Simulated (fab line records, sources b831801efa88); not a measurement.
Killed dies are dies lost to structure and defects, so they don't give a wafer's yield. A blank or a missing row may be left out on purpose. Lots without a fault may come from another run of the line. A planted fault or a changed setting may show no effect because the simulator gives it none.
Split-lot experiment | flow sky130 | 5 lots, 23 wafers read, on a route of 708 steps

THE SPLIT
At SKY_METAL5_SPUTTER_01 (material TiN, target thk 20 nm, time 16.7 s), the setting chamber_pressure_pa was moved away from the recipe's 0.4 Pa on 15 of the 23 wafers read, by -13.4% to +14.3%. The other wafers ran this setting at the recipe's value.

The reading is taken at the split's own step.

THE READING
TiN_of_METAL5_SPUTTER_01.thk_nm (the simulator's own value, which no gauge read), in nm, at SKY_METAL5_SPUTTER_01 (material TiN, target thk 20 nm, time 16.7 s). The file gives no usual value for it. The 8 wafers here that ran the recipe average 20.02 nm, standard deviation 0.13 nm.

wafer  | tool, chamber at the split | chamber_pressure_pa as run, Pa | against the recipe | TiN_of_METAL5_SPUTTER_01.thk_nm, nm | against lot-mates on the recipe
L074.1 | pvd_sputter-03, -          | 0.4                            | recipe             | 20.05                               | -
L074.2 | pvd_sputter-03, -          | 0.4                            | recipe             | 20.28                               | -
L074.4 | pvd_sputter-03, -          | 0.4                            | recipe             | 20.1                                | -
L074.5 | pvd_sputter-03, -          | 0.4                            | recipe             | 20.11                               | -
L074.6 | pvd_sputter-03, -          | 0.4                            | recipe             | 19.99                               | -
L077.1 | pvd_sputter-03, -          | 0.4375                         | +9.4%              | 19.85                               | no lot-mate on the recipe
L077.2 | pvd_sputter-03, -          | 0.4375                         | +9.4%              | 19.8                                | no lot-mate on the recipe
L077.3 | pvd_sputter-03, -          | 0.4375                         | +9.4%              | 19.81                               | no lot-mate on the recipe
L077.4 | pvd_sputter-03, -          | 0.4375                         | +9.4%              | 19.69                               | no lot-mate on the recipe
L077.6 | pvd_sputter-03, -          | 0.4375                         | +9.4%              | 19.95                               | no lot-mate on the recipe
L083.4 | pvd_sputter-02, -          | 0.4                            | recipe             | 19.91                               | -
L083.5 | pvd_sputter-02, -          | 0.4                            | recipe             | 19.89                               | -
L083.6 | pvd_sputter-02, -          | 0.4                            | recipe             | 19.87                               | -
L081.1 | pvd_sputter-02, -          | 0.4571                         | +14.3%             | 19.46                               | no lot-mate on the recipe
L081.2 | pvd_sputter-02, -          | 0.4571                         | +14.3%             | 19.75                               | no lot-mate on the recipe
L081.4 | pvd_sputter-02, -          | 0.4571                         | +14.3%             | 19.51                               | no lot-mate on the recipe
L081.5 | pvd_sputter-02, -          | 0.4571                         | +14.3%             | 19.43                               | no lot-mate on the recipe
L081.6 | pvd_sputter-02, -          | 0.4571                         | +14.3%             | 19.5                                | no lot-mate on the recipe
L085.1 | pvd_sputter-03, -          | 0.3465                         | -13.4%             | 20.68                               | no lot-mate on the recipe
L085.2 | pvd_sputter-03, -          | 0.3465                         | -13.4%             | 20.51                               | no lot-mate on the recipe
L085.3 | pvd_sputter-03, -          | 0.3465                         | -13.4%             | 20.7                                | no lot-mate on the recipe
L085.4 | pvd_sputter-03, -          | 0.3465                         | -13.4%             | 20.65                               | no lot-mate on the recipe
L085.6 | pvd_sputter-03, -          | 0.3465                         | -13.4%             | 20.38                               | no lot-mate on the recipe

THE FIT
A straight line over all 23 wafers: TiN_of_METAL5_SPUTTER_01.thk_nm changes by -0.0361 nm for each +1% of chamber_pressure_pa; r = -0.94; the points scatter about the line by 0.13 nm.
Too few moved wafers have a lot-mate on the recipe to fit a line with each lot's own level taken away.

THE FILE'S OWN FIT
TiN_of_METAL5_SPUTTER_01.thk_nm changes by -0.0361 nm for each +1% of chamber_pressure_pa, r = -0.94.
